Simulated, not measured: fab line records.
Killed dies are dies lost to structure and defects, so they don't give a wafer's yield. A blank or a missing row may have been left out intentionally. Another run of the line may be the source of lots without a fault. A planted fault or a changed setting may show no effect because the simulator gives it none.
Matching of chambers / flow gf180mcu / GF_V1_CMP_04 on cmp-02 has 4 sister chambers
The step polishes SiO2. 7 wafers are shown with their chamber, then 8 later ones without.

WAFERS WITH THEIR CHAMBER
wafer=L485.5; chamber=2; motor_current_A (A)=12.2; time_to_endpoint_s (s)=91
wafer=L486.1; chamber=3; motor_current_A (A)=11.9; time_to_endpoint_s (s)=80
wafer=L497.4; chamber=1; motor_current_A (A)=10.1; time_to_endpoint_s (s)=78
wafer=L497.5; chamber=2; motor_current_A (A)=12.5; time_to_endpoint_s (s)=87
wafer=L498.5; chamber=0; motor_current_A (A)=12.2; time_to_endpoint_s (s)=92
wafer=L498.6; chamber=1; motor_current_A (A)=10.2; time_to_endpoint_s (s)=88
wafer=L501.2; chamber=0; motor_current_A (A)=13.2; time_to_endpoint_s (s)=86

WAFERS MISSING THEIR CHAMBER
wafer=L501.5; motor_current_A (A)=11.9; time_to_endpoint_s (s)=90
wafer=L501.6; motor_current_A (A)=12.7; time_to_endpoint_s (s)=89
wafer=L502.1; motor_current_A (A)=13.5; time_to_endpoint_s (s)=89
wafer=L502.2; motor_current_A (A)=11.7; time_to_endpoint_s (s)=82
wafer=L502.5; motor_current_A (A)=12.0; time_to_endpoint_s (s)=92
wafer=L503.2; motor_current_A (A)=12.3; time_to_endpoint_s (s)=84
wafer=L503.3; motor_current_A (A)=13.5; time_to_endpoint_s (s)=91
wafer=L503.5; motor_current_A (A)=12.6; time_to_endpoint_s (s)=99

WHICH CHAMBER EACH WENT THROUGH
wafer=L501.5; from the rows above=can't be placed: 2 or 0 or 3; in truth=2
wafer=L501.6; from the rows above=can't be placed: 0 or 2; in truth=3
wafer=L502.1; from the rows above=can't be placed: 0 or 2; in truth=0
wafer=L502.2; from the rows above=can't be placed: 3 or 2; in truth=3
wafer=L502.5; from the rows above=can't be placed: 2 or 0 or 3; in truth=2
wafer=L503.2; from the rows above=can't be placed: 2 or 3 or 0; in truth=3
wafer=L503.3; from the rows above=can't be placed: 0 or 2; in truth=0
wafer=L503.5; from the rows above=can't be placed: 0 or 2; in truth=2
Placed correctly: 0 of 8. Unplaceable from these rows: 8, with the true chamber sitting among the candidates in 7. Number placed wrongly: 0.
How it was worked out, from the rows above alone: a wafer's distance from a chamber is the root of the sum, over the readings, of the square of ((its reading less the chamber's mean) divided by the reading's scatter). The wafer belongs to the nearest chamber; if the next one is less than 2 further off, it can't be placed. Each chamber's mean is taken over the wafers shown for it. How the scatter is found: for the shown wafers, subtract from each reading the mean of its chamber, square and add these, divide the total by (wafers less chambers), then take the root.
